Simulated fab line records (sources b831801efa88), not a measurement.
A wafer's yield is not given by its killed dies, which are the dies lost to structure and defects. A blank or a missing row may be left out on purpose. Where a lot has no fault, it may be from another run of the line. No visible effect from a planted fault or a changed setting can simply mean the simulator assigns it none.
fab line records / flow sky130 / part 2 of 2: steps 29 to 41 of 41
record: lots: 5 wafers: 15 last-day: 50
route steps=708 shown SONOS_ONO@178 GATE_OXIDE@187 POLY_GATE@204 RES_PROTECT@206
lots untouched by any fault: they come from a run of this same line in which no faults occurred
start-h: start of the lot's first displayed wafer, in hours after the record's first day / wait-h: time in hours since the lot's previous step / " same as the row above / L1.1+2: a single row standing in for several wafers / - value missing, or start not given / * or withheld: withheld / < > ~ a bound
route shown NAME@n: a module of which the file shows steps, and the number in the route of the first / usual: mean/standard deviation of fault-free wafers / same: alike in all rows / chamber/n: place in a boat / sites: readings site by site / _std_site: their standard deviation / _edge_site: mean of outer sites minus mean of inner sites / radius-mm: for every site, how far away it sits from the centre of the wafer / mask NAME#n: copy n / behind: tool/chamber where the wafer was last shaped / hold: the reason the lot was held/the length of the hold in hours/how it ended / device: the transistor (n, p or np) that didn't switch / end of line: the same wafers' tests at the end of the route / a step without rows: its recipe alone / killed: the dies lost at the first sort to structure and to defects; this is not the yield of the wafer / map: a wafer's dies, marking killed ones x, the rest . and places with no die _
set.NAME: the setting the step ran with; set.NAME@STEP: the setting that earlier step ran with / model.NAME: the simulator's own value behind a step, which no gauge read
lots at selected steps of the route; one table per step, one row per wafer
services: a tool's chamber out of use, with start hour (start-h, from the record's first day; less than 0 if before it), hours out, and reason
== steps ==
step: SKY_RES_PROTECT_DEHYDRATE_00
recipe: temp-c: 200 time-s: 60
same: time-s: 60
lot.wafer=L074.2+4+5 tool=litho-track-04 chamber=0 start-h=329.43 wait-h=12.6
lot.wafer=L082.1+4+5 tool=litho-track-03 chamber=0 start-h=395.22 wait-h=14.6
lot.wafer=L094.3+4+5 tool=litho-track-02 chamber=0 start-h=501.71 wait-h=14.3
lot.wafer=L096.2+3+5 tool=litho-track-04 chamber=0 start-h=520.17 wait-h=15.5
lot.wafer=L097.3+4+5 tool=litho-track-03 chamber=0 start-h=525.92 wait-h=14.6
step: SKY_RES_PROTECT_HMDS_01
recipe: prime-time-s: 60 prime-temp-c: 120
lot.wafer=L074.2+4+5 tool=litho-track-04 chamber=0 start-h=329.58 wait-h=0.1
lot.wafer=L082.1+4+5 tool=litho-track-03 chamber=0 start-h=395.37 wait-h=0.1
lot.wafer=L094.3+4+5 tool=litho-track-02 chamber=0 start-h=501.86 wait-h=0.1
lot.wafer=L096.2+3+5 tool=litho-track-04 chamber=0 start-h=520.32 wait-h=0.1
lot.wafer=L097.3+4+5 tool=litho-track-03 chamber=0 start-h=526.07 wait-h=0.1
step: SKY_RES_PROTECT_COAT_02
recipe: resist: NOVOLAK spin-rpm: 3000 resist-thk-nm: 1140
lot.wafer=L074.2+4+5 tool=litho-track-04 chamber=0 start-h=329.73 wait-h=0.1
lot.wafer=L082.1+4+5 tool=litho-track-03 chamber=0 start-h=395.52 wait-h=0.1
lot.wafer=L094.3+4+5 tool=litho-track-02 chamber=0 start-h=502.01 wait-h=0.1
lot.wafer=L096.2+3+5 tool=litho-track-04 chamber=0 start-h=520.47 wait-h=0.1
lot.wafer=L097.3+4+5 tool=litho-track-03 chamber=0 start-h=526.22 wait-h=0.1
step: SKY_RES_PROTECT_SOFTBAKE_03
recipe: temp-c: 90 time-s: 60 resist: NOVOLAK
same: time-s: 60
lot.wafer=L074.2+4+5 tool=litho-track-04 chamber=0 start-h=329.88 wait-h=0.1
lot.wafer=L082.1+4+5 tool=litho-track-03 chamber=0 start-h=395.67 wait-h=0.1
lot.wafer=L094.3+4+5 tool=litho-track-02 chamber=0 start-h=502.16 wait-h=0.1
lot.wafer=L096.2+3+5 tool=litho-track-04 chamber=0 start-h=520.62 wait-h=0.1
lot.wafer=L097.3+4+5 tool=litho-track-03 chamber=0 start-h=526.37 wait-h=0.1
step: SKY_RES_PROTECT_EXPOSE_04
recipe: mask-id: RPM na: 0.6 source-shape: conventional sigma-outer: 0.6 polarization: unpolarized target-cd-nm: 1270 dose-mj: 131
lot.wafer=L074.2+4+5 tool=iline-stepper-01 chamber=0 start-h=- wait-h=- mask=RPM#0
lot.wafer=L082.1+4+5 tool=iline-stepper-01 chamber=0 start-h=- wait-h=- mask=RPM#0
lot.wafer=L094.3+4+5 tool=iline-stepper-02 chamber=0 start-h=- wait-h=- mask=RPM#0
lot.wafer=L096.2+3+5 tool=iline-stepper-01 chamber=0 start-h=- wait-h=- mask=RPM#0
lot.wafer=L097.3+4+5 tool=iline-stepper-02 chamber=0 start-h=- wait-h=- mask=RPM#0
step: SKY_RES_PROTECT_PEB_05
recipe: temp-c: withheld time-s: * resist: NOVOLAK
same: time-s: *
lot.wafer=L074.2+4+5 tool=litho-track-02 chamber=0 start-h=- wait-h=-
lot.wafer=L082.1+4+5 tool=litho-track-03 chamber=0 start-h=- wait-h=-
lot.wafer=L094.3+4+5 tool=litho-track-04 chamber=0 start-h=- wait-h=-
lot.wafer=L096.2+3+5 tool=litho-track-03 chamber=0 start-h=- wait-h=-
lot.wafer=L097.3+4+5 tool=litho-track-04 chamber=0 start-h=- wait-h=-
step: SKY_RES_PROTECT_DEVELOP_06
recipe: resist: NOVOLAK developer: TMAH develop-time-s: 60 dev-temp-c: 23
lot.wafer=L074.2+4+5 tool=litho-track-02 chamber=0 start-h=343.74 wait-h=0.1
lot.wafer=L082.1+4+5 tool=litho-track-03 chamber=0 start-h=410.22 wait-h=0.1
lot.wafer=L094.3+4+5 tool=litho-track-04 chamber=0 start-h=517.25 wait-h=0.1
lot.wafer=L096.2+3+5 tool=litho-track-03 chamber=0 start-h=535.14 wait-h=0.1
lot.wafer=L097.3+4+5 tool=litho-track-04 chamber=0 start-h=541.65 wait-h=0.1
step: SKY_POLY_GATE_IMPLANT_02
recipe: species: P energy-kev: 30.18 dose-cm2: 7.7e+15 tilt-deg: 0
lot.wafer=L074.2+4+5 tool=implanter-02 chamber=0 start-h=343.89 wait-h=0.1
lot.wafer=L082.1+4+5 tool=implanter-03 chamber=0 start-h=410.37 wait-h=0.1
lot.wafer=L094.3+4+5 tool=implanter-01 chamber=0 start-h=517.40 wait-h=0.1
lot.wafer=L096.2+3+5 tool=implanter-02 chamber=0 start-h=535.29 wait-h=0.1
lot.wafer=L097.3+4+5 tool=implanter-02 chamber=0 start-h=541.80 wait-h=0.1
step: SKY_RES_PROTECT_STRIP_07
recipe: chemistry: O2/N2 power-w: 1400 pressure-mtorr: 1500 platen-temp-c: withheld o2-flow-sccm: 3000 n2-flow-sccm: 300 overash-fraction: 0.5
usual: drypump-motor-current-A: 5.91/0.27 n2-flow-sccm: 300.0/0.88 oes-product-au: 0.516/0.0049 strip-time-to-endpoint-s: 23.36/0.033
lot.wafer=L074.2 tool=plasma-asher-03 chamber=1 start-h=344.01 wait-h=0.1 drypump-motor-current-A=5.93 n2-flow-sccm=299.3 oes-product-au=0.518 rf-hours-counter-h=52 strip-time-to-endpoint-s=23.36
lot.wafer=L074.4 tool=plasma-asher-03 chamber=0 start-h=344.01 wait-h=0.1 drypump-motor-current-A=5.57 n2-flow-sccm=298.5 oes-product-au=0.515 rf-hours-counter-h=- strip-time-to-endpoint-s=23.42
lot.wafer=L074.5 tool=plasma-asher-03 chamber=1 start-h=344.01 wait-h=0.1 drypump-motor-current-A=5.94 n2-flow-sccm=300.2 oes-product-au=0.512 rf-hours-counter-h=- strip-time-to-endpoint-s=23.32
lot.wafer=L082.1 tool=plasma-asher-01 chamber=1 start-h=410.52 wait-h=0.1 drypump-motor-current-A=5.44 n2-flow-sccm=300.3 oes-product-au=0.511 rf-hours-counter-h=31 strip-time-to-endpoint-s=23.33
lot.wafer=L082.4 tool=plasma-asher-01 chamber=0 start-h=410.52 wait-h=0.1 drypump-motor-current-A=6.27 n2-flow-sccm=300.8 oes-product-au=0.517 rf-hours-counter-h=- strip-time-to-endpoint-s=23.34
lot.wafer=L082.5 tool=plasma-asher-01 chamber=1 start-h=410.52 wait-h=0.1 drypump-motor-current-A=5.45 n2-flow-sccm=300.7 oes-product-au=0.514 rf-hours-counter-h=- strip-time-to-endpoint-s=23.35
lot.wafer=L094.3 tool=plasma-asher-03 chamber=0 start-h=517.53 wait-h=0.1 drypump-motor-current-A=5.58 n2-flow-sccm=299.7 oes-product-au=0.515 rf-hours-counter-h=- strip-time-to-endpoint-s=23.38
lot.wafer=L094.4 tool=plasma-asher-03 chamber=1 start-h=517.53 wait-h=0.1 drypump-motor-current-A=5.91 n2-flow-sccm=300.4 oes-product-au=0.520 rf-hours-counter-h=- strip-time-to-endpoint-s=23.33
lot.wafer=L094.5 tool=plasma-asher-03 chamber=1 start-h=517.53 wait-h=0.1 drypump-motor-current-A=5.91 n2-flow-sccm=300.2 oes-product-au=0.518 rf-hours-counter-h=- strip-time-to-endpoint-s=23.35
lot.wafer=L096.2 tool=plasma-asher-03 chamber=0 start-h=535.42 wait-h=0.1 drypump-motor-current-A=5.59 n2-flow-sccm=298.8 oes-product-au=0.521 rf-hours-counter-h=71 strip-time-to-endpoint-s=23.34
lot.wafer=L096.3 tool=plasma-asher-03 chamber=1 start-h=535.42 wait-h=0.1 drypump-motor-current-A=5.98 n2-flow-sccm=299.5 oes-product-au=0.513 rf-hours-counter-h=- strip-time-to-endpoint-s=23.37
lot.wafer=L096.5 tool=plasma-asher-03 chamber=0 start-h=535.42 wait-h=0.1 drypump-motor-current-A=5.57 n2-flow-sccm=300.5 oes-product-au=0.518 rf-hours-counter-h=- strip-time-to-endpoint-s=23.35
lot.wafer=L097.3 tool=plasma-asher-04 chamber=0 start-h=541.93 wait-h=0.1 drypump-motor-current-A=6.14 n2-flow-sccm=300.4 oes-product-au=0.519 rf-hours-counter-h=- strip-time-to-endpoint-s=23.36
lot.wafer=L097.4 tool=plasma-asher-04 chamber=1 start-h=541.93 wait-h=0.1 drypump-motor-current-A=6.03 n2-flow-sccm=300.3 oes-product-au=0.518 rf-hours-counter-h=- strip-time-to-endpoint-s=23.38
lot.wafer=L097.5 tool=plasma-asher-04 chamber=0 start-h=541.93 wait-h=0.1 drypump-motor-current-A=6.11 n2-flow-sccm=300.3 oes-product-au=0.516 rf-hours-counter-h=- strip-time-to-endpoint-s=23.35
step: SKY_RES_PROTECT_TW_MEAS_08
usual: POLY_GATE_TW: 4053/36
lot.wafer=L074.2 tool=film-metro-01 chamber=- start-h=344.12 wait-h=0.1 POLY_GATE_TW=4024
lot.wafer=L074.4 tool=film-metro-01 chamber=- start-h=344.12 wait-h=0.1 POLY_GATE_TW=3982
lot.wafer=L074.5 tool=film-metro-01 chamber=- start-h=344.12 wait-h=0.1 POLY_GATE_TW=3999
lot.wafer=L082.1 tool=film-metro-04 chamber=- start-h=410.62 wait-h=0.1 POLY_GATE_TW=4079
lot.wafer=L082.4 tool=film-metro-04 chamber=- start-h=410.62 wait-h=0.1 POLY_GATE_TW=4077
lot.wafer=L082.5 tool=film-metro-04 chamber=- start-h=410.62 wait-h=0.1 POLY_GATE_TW=4077
lot.wafer=L094.3 tool=film-metro-01 chamber=- start-h=517.62 wait-h=0.1 POLY_GATE_TW=4082
lot.wafer=L094.4 tool=film-metro-01 chamber=- start-h=517.62 wait-h=0.1 POLY_GATE_TW=4078
lot.wafer=L094.5 tool=film-metro-01 chamber=- start-h=517.62 wait-h=0.1 POLY_GATE_TW=4075
lot.wafer=L096.2 tool=film-metro-04 chamber=- start-h=535.53 wait-h=0.1 POLY_GATE_TW=4080
lot.wafer=L096.3 tool=film-metro-04 chamber=- start-h=535.53 wait-h=0.1 POLY_GATE_TW=4022
lot.wafer=L096.5 tool=film-metro-04 chamber=- start-h=535.53 wait-h=0.1 POLY_GATE_TW=4063
lot.wafer=L097.3 tool=film-metro-01 chamber=- start-h=542.02 wait-h=0.1 POLY_GATE_TW=4124
lot.wafer=L097.4 tool=film-metro-01 chamber=- start-h=542.02 wait-h=0.1 POLY_GATE_TW=4104
lot.wafer=L097.5 tool=film-metro-01 chamber=- start-h=542.02 wait-h=0.1 POLY_GATE_TW=4135
step: SKY_RES_PROTECT_CLEAN_09
recipe: chemistry: SC1/SC2 mix: 1:4:20 temp-c: 70 time-s: 150 dry: n2-spin
usual: temp-c: 70.01/0.12
same: time-s: 150
lot.wafer=L074.2 tool=wet-bench-03 chamber=0 start-h=344.17 wait-h=0.0 temp-c=69.90
lot.wafer=L074.4 tool=wet-bench-03 chamber=0 start-h=344.17 wait-h=0.0 temp-c=70.03
lot.wafer=L074.5 tool=wet-bench-03 chamber=0 start-h=344.17 wait-h=0.0 temp-c=70.19
lot.wafer=L082.1 tool=wet-bench-01 chamber=0 start-h=410.68 wait-h=0.1 temp-c=70.13
lot.wafer=L082.4 tool=wet-bench-01 chamber=0 start-h=410.68 wait-h=0.1 temp-c=69.96
lot.wafer=L082.5 tool=wet-bench-01 chamber=0 start-h=410.68 wait-h=0.1 temp-c=70.08
lot.wafer=L094.3 tool=wet-bench-02 chamber=0 start-h=517.66 wait-h=0.0 temp-c=69.96
lot.wafer=L094.4 tool=wet-bench-02 chamber=0 start-h=517.66 wait-h=0.0 temp-c=69.91
lot.wafer=L094.5 tool=wet-bench-02 chamber=0 start-h=517.66 wait-h=0.0 temp-c=69.95
lot.wafer=L096.2 tool=wet-bench-02 chamber=1 start-h=535.58 wait-h=0.0 temp-c=70.13
lot.wafer=L096.3 tool=wet-bench-02 chamber=1 start-h=535.58 wait-h=0.0 temp-c=70.10
lot.wafer=L096.5 tool=wet-bench-02 chamber=1 start-h=535.58 wait-h=0.0 temp-c=70.10
lot.wafer=L097.3 tool=wet-bench-03 chamber=3 start-h=542.06 wait-h=0.0 temp-c=69.91
lot.wafer=L097.4 tool=wet-bench-03 chamber=3 start-h=542.06 wait-h=0.0 temp-c=70.04
lot.wafer=L097.5 tool=wet-bench-03 chamber=3 start-h=542.06 wait-h=0.0 temp-c=69.89
step: SKY_POLY_GATE_CVD_03
recipe: material: Si3N4 precursor: DCS/NH3 target-thk-nm: 75 temp-c: 770 time-s: 1290 pressure-mtorr: 250
usual: zone-power-top-pct: 27.3/1.7
same: time-s: 1290
lot.wafer=L074.2 tool=lpcvd-02 chamber=0 start-h=344.76 wait-h=0.5 zone-power-top-pct=28.7
lot.wafer=L074.4 tool=lpcvd-02 chamber=0 start-h=344.76 wait-h=0.5 zone-power-top-pct=29.1
lot.wafer=L074.5 tool=lpcvd-02 chamber=0 start-h=344.76 wait-h=0.5 zone-power-top-pct=28.7
lot.wafer=L082.1 tool=lpcvd-02 chamber=0 start-h=411.29 wait-h=0.6 zone-power-top-pct=28.4
lot.wafer=L082.4 tool=lpcvd-02 chamber=0 start-h=411.29 wait-h=0.6 zone-power-top-pct=28.6
lot.wafer=L082.5 tool=lpcvd-02 chamber=0 start-h=411.29 wait-h=0.6 zone-power-top-pct=28.4
lot.wafer=L094.3 tool=lpcvd-02 chamber=1 start-h=517.71 wait-h=0.0 zone-power-top-pct=25.3
lot.wafer=L094.4 tool=lpcvd-02 chamber=1 start-h=517.71 wait-h=0.0 zone-power-top-pct=25.5
lot.wafer=L094.5 tool=lpcvd-02 chamber=1 start-h=517.71 wait-h=0.0 zone-power-top-pct=25.0
lot.wafer=L096.2 tool=lpcvd-02 chamber=0 start-h=537.47 wait-h=1.8 zone-power-top-pct=28.8
lot.wafer=L096.3 tool=lpcvd-02 chamber=0 start-h=537.47 wait-h=1.8 zone-power-top-pct=29.1
lot.wafer=L096.5 tool=lpcvd-02 chamber=0 start-h=537.47 wait-h=1.8 zone-power-top-pct=29.3
lot.wafer=L097.3 tool=lpcvd-02 chamber=0 start-h=542.11 wait-h=0.0 zone-power-top-pct=28.1
lot.wafer=L097.4 tool=lpcvd-02 chamber=0 start-h=542.11 wait-h=0.0 zone-power-top-pct=28.8
lot.wafer=L097.5 tool=lpcvd-02 chamber=0 start-h=542.11 wait-h=0.0 zone-power-top-pct=29.0
step: SKY_POLY_GATE_THK_MEAS_04
recipe: reads: Si3N4_of_POLY_GATE_CVD_03
usual: POLY_GATE_CVD_03_THK: 75.2/0.72
lot.wafer=L074.2 tool=film-metro-03 chamber=- start-h=346.12 wait-h=0.0 POLY_GATE_CVD_03_THK[nm]=75.8
lot.wafer=L074.4 tool=film-metro-03 chamber=- start-h=346.12 wait-h=0.0 POLY_GATE_CVD_03_THK[nm]=76.1
lot.wafer=L074.5 tool=film-metro-03 chamber=- start-h=346.12 wait-h=0.0 POLY_GATE_CVD_03_THK[nm]=75.6
lot.wafer=L082.1 tool=film-metro-03 chamber=- start-h=412.65 wait-h=0.0 POLY_GATE_CVD_03_THK[nm]=75.0
lot.wafer=L082.4 tool=film-metro-03 chamber=- start-h=412.65 wait-h=0.0 POLY_GATE_CVD_03_THK[nm]=75.2
lot.wafer=L082.5 tool=film-metro-03 chamber=- start-h=412.65 wait-h=0.0 POLY_GATE_CVD_03_THK[nm]=75.1
lot.wafer=L094.3 tool=film-metro-01 chamber=- start-h=519.09 wait-h=0.0 POLY_GATE_CVD_03_THK[nm]=74.7
lot.wafer=L094.4 tool=film-metro-01 chamber=- start-h=519.09 wait-h=0.0 POLY_GATE_CVD_03_THK[nm]=74.5
lot.wafer=L094.5 tool=film-metro-01 chamber=- start-h=519.09 wait-h=0.0 POLY_GATE_CVD_03_THK[nm]=74.5
lot.wafer=L096.2 tool=film-metro-03 chamber=- start-h=538.84 wait-h=0.0 POLY_GATE_CVD_03_THK[nm]=74.2
lot.wafer=L096.3 tool=film-metro-03 chamber=- start-h=538.84 wait-h=0.0 POLY_GATE_CVD_03_THK[nm]=74.5
lot.wafer=L096.5 tool=film-metro-03 chamber=- start-h=538.84 wait-h=0.0 POLY_GATE_CVD_03_THK[nm]=74.9
lot.wafer=L097.3 tool=film-metro-01 chamber=- start-h=543.49 wait-h=0.0 POLY_GATE_CVD_03_THK[nm]=74.5
lot.wafer=L097.4 tool=film-metro-01 chamber=- start-h=543.49 wait-h=0.0 POLY_GATE_CVD_03_THK[nm]=74.2
lot.wafer=L097.5 tool=film-metro-01 chamber=- start-h=543.49 wait-h=0.0 POLY_GATE_CVD_03_THK[nm]=74.4
== services ==
tool=furnace-02 chamber=- start-h=251.12 hours=4.3 kind=pm
tool=iline-stepper-02 chamber=- start-h=251.30 hours=0.8 kind=repair
tool=lpcvd-01 chamber=- start-h=259.75 hours=6.0 kind=pm
tool=iline-stepper-02 chamber=- start-h=266.93 hours=2.4 kind=repair
tool=plasma-asher-03 chamber=- start-h=286.62 hours=5.5 kind=repair
tool=lpcvd-01 chamber=- start-h=294.99 hours=2.8 kind=pm
tool=furnace-02 chamber=- start-h=334.64 hours=1.1 kind=pm
tool=wet-bench-02 chamber=- start-h=344.75 hours=1.9 kind=pm
tool=wet-bench-04 chamber=- start-h=345.38 hours=1.9 kind=pm
tool=wet-bench-04 chamber=- start-h=347.70 hours=2.9 kind=repair
tool=plasma-asher-03 chamber=- start-h=353.31 hours=1.8 kind=repair
tool=iline-stepper-01 chamber=- start-h=375.59 hours=1.7 kind=pm
tool=wet-bench-02 chamber=- start-h=382.62 hours=2.3 kind=repair
tool=iline-stepper-02 chamber=- start-h=415.69 hours=2.1 kind=pm
tool=plasma-asher-02 chamber=- start-h=421.25 hours=9.0 kind=pm
tool=iline-stepper-02 chamber=- start-h=439.42 hours=1.7 kind=pm
tool=iline-stepper-01 chamber=- start-h=449.94 hours=2.1 kind=pm
tool=wet-bench-03 chamber=- start-h=454.10 hours=6.8 kind=repair
tool=wet-bench-03 chamber=- start-h=481.08 hours=4.8 kind=repair
tool=iline-stepper-02 chamber=- start-h=483.73 hours=2.3 kind=repair
tool=iline-stepper-02 chamber=- start-h=509.16 hours=4.9 kind=repair
tool=iline-stepper-02 chamber=- start-h=515.09 hours=1.1 kind=repair
tool=wet-bench-04 chamber=- start-h=529.74 hours=6.1 kind=repair
tool=iline-stepper-02 chamber=- start-h=537.13 hours=6.7 kind=repair
